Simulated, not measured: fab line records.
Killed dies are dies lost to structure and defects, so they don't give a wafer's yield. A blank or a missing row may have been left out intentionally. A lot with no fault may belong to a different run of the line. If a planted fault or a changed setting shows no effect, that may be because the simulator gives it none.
What tool caused it?    flow sky130    11 lots with 32 wafers sampled at 2 steps, on a route of 708 steps

== WHAT THE GAUGES READ, wafer by wafer ==
SKY_METAL3_CD_MEAS_13: target cd 300 nm.
lot   measured      on         cd nm (nm)
L376  day 38 20:12  cd sem-02  299.7 299.3 301.5
L378  day 39 14:29  cd sem-01  300.3 299.4 299.3
L383  day 41 04:14  cd sem-02  299.8 298.6 299.0
L384  day 41 05:29  cd sem-02  298.6 298.9 298.6
L386  day 41 20:30  cd sem-02  300.8 300.8
L387  day 42 04:49  cd sem-01  299.1 298.1 298.3
L388  day 42 10:38  cd sem-01  300.9 301.0 301.3
L394  day 43 22:20  cd sem-02  300.4 300.6 299.4
L396  day 44 11:20  cd sem-01  302.9 301.1 301.4
L398  day 44 20:27  cd sem-02  301.8 300.0 300.2
L397  day 45 01:52  cd sem-02  301.8 299.5 301.3

SKY_VIA3_THK_MEAS_01.
lot   measured      on             VIA3_HDPCVD_THK (nm)
L376  day 38 21:26  film metro-03  1627 1608 1613
L378  day 39 15:44  film metro-03  1647 1644 1649
L383  day 41 05:29  film metro-02  1620 1616 1638
L384  day 41 06:44  film metro-02  1625 1638 1626
L386  day 41 21:43  film metro-03  1632 1639
L387  day 42 06:29  film metro-02  1624 1640 1611
L388  day 42 12:18  film metro-01  1636 1625 1660
L394  day 43 23:34  film metro-03  1634 1640 1635
L396  day 44 12:36  film metro-03  1630 1629 1619
L398  day 44 21:41  film metro-03  1608 1598 1613
L397  day 45 03:12  film metro-02  1640 1618 1615

== WHICH TOOL RAN EACH LOT (tool, then ch and the chambers of the sampled wafers, then the start) ==
Record: no process step prior to these readings.

== WHAT THE TOOLS THEMSELVES READ (means of the sampled wafers that have a number; where no wafer has one, the mark that the record gives instead) ==
The record holds no such reading with a usual standard deviation.

== THE ANSWER, worked out from the rows above alone ==
Rule: what is usual is taken from the lots themselves. The widest of any qualifying gaps counts: lots, ordered by their means at a reading, are off when they make up no more than a third of the lots, leave a main group of 4 or more, and stand apart from it by 3 or more times the standard deviation of that group's means. If all means in a main group match to the digits the tables above print for the reading, that group is not used. A lot without any number at a reading at which 4 lots or more have one is off too. Where the step has rows for the other lots, those lots are counted as sound. Order of review: gauges by route order, followed by the tools' own readings, for which a lot's mean as printed above is used. At the first step where some lot is off, the reading lying furthest off is the one used; lots without a number count as furthest.
Nothing can be told from this: no lot is off at any reading shown.

== WHAT THE SIMULATOR HAD INSERTED ==
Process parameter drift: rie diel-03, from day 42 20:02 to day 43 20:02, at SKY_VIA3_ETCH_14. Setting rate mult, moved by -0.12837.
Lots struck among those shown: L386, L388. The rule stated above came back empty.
